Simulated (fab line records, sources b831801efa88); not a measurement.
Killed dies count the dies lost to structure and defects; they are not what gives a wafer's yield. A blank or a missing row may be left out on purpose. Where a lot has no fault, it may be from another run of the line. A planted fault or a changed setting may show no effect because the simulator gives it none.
One fault through the eyes of 2 desks -- flow gf180mcu -- only its own numbers are on each desk; what lay behind them is given at the end

## AT THE TOOL OWNER'S DESK: lithoTrack-03
Per lot that ran on this tool, the mean of the sampled wafers carrying a number, from the tool's own readings at GF_STI_DEHYDRATE_05 (time 60 s). The brackets show how far a lot's mean lies from the usual mean; more than 4 standard deviations puts the lot out of limits, marked OUT.
Columns: A = chillPlateTempC at GF_STI_DEHYDRATE_05, usual 23.01 C; B = plateTempC at GF_STI_DEHYDRATE_05, usual 200.00 C; C = runLengthS at GF_STI_DEHYDRATE_05, usual 89.03 s
lot,first seen here,A,B,C
L999,day 1 18:37,23.02,200.14,88.99
L101,day 2 05:16,22.94,199.90,88.95
L105,day 3 01:02,22.93,200.01,89.02
L110,day 4 03:23,23.08,200.20,90.97 (+9.7) OUT
L115,day 5 04:32,22.98,200.05,91.12 (+10) OUT
This desk finds L110, L115 out of limits, L110 being first, at day 4 03:23 (runLengthS at GF_STI_DEHYDRATE_05). L999, L101, L105: within limits.

## FROM THE METROLOGY DESK
Means of the sampled wafers that have a number, per lot and without regard to the tool the lot ran on: this is what the gauges read. The brackets show how far a lot's mean lies from the usual mean; more than 4 standard deviations puts the lot out of limits, marked OUT.
Columns: A = DNWELL_TW at GF_DNWELL_TW_MEAS_09, usual 1338; B = VT_IMPLANT_TW at GF_VT_IMPLANT_TW_MEAS_10, usual 559
lot,first seen here,A,B
L999,day 2 17:49,1331,562
L100,day 3 05:10,1332,556
L101,day 3 06:43,1365,561
L102,day 3 10:01,1335,558
L103,day 3 18:01,1324,558
L105,day 4 03:13,1354,564
L110,day 5 05:44,1357,560
L115,day 6 07:34,1338,557
L116,day 6 12:16,1320,560
L117,day 6 17:43,1356,556
L120,day 7 09:27,1348,560
L121,day 7 15:13,1327,562
L122,day 7 19:28,1320,557
This desk's finding: nothing out of limits on any of the 13 lots.

## ALL TOGETHER
An alarm could have come from the tool owner's desk at day 4 03:23, on L110, L115.
Metrology desk: nothing out of limits seen.
The metrology desk has L110, L115 on record, within its limits.
The lots listed all ran GF_STI_DEHYDRATE_05 on lithoTrack-03.

## WHAT THE SIMULATOR HAD INSERTED
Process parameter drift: lithoTrack-03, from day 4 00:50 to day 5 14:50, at GF_STI_DEHYDRATE_05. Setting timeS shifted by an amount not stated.
Lots struck among those shown: L110, L115.
Delay in hours, fault start to first out-of-limits reading, by desk: the tool owner's desk at 3.
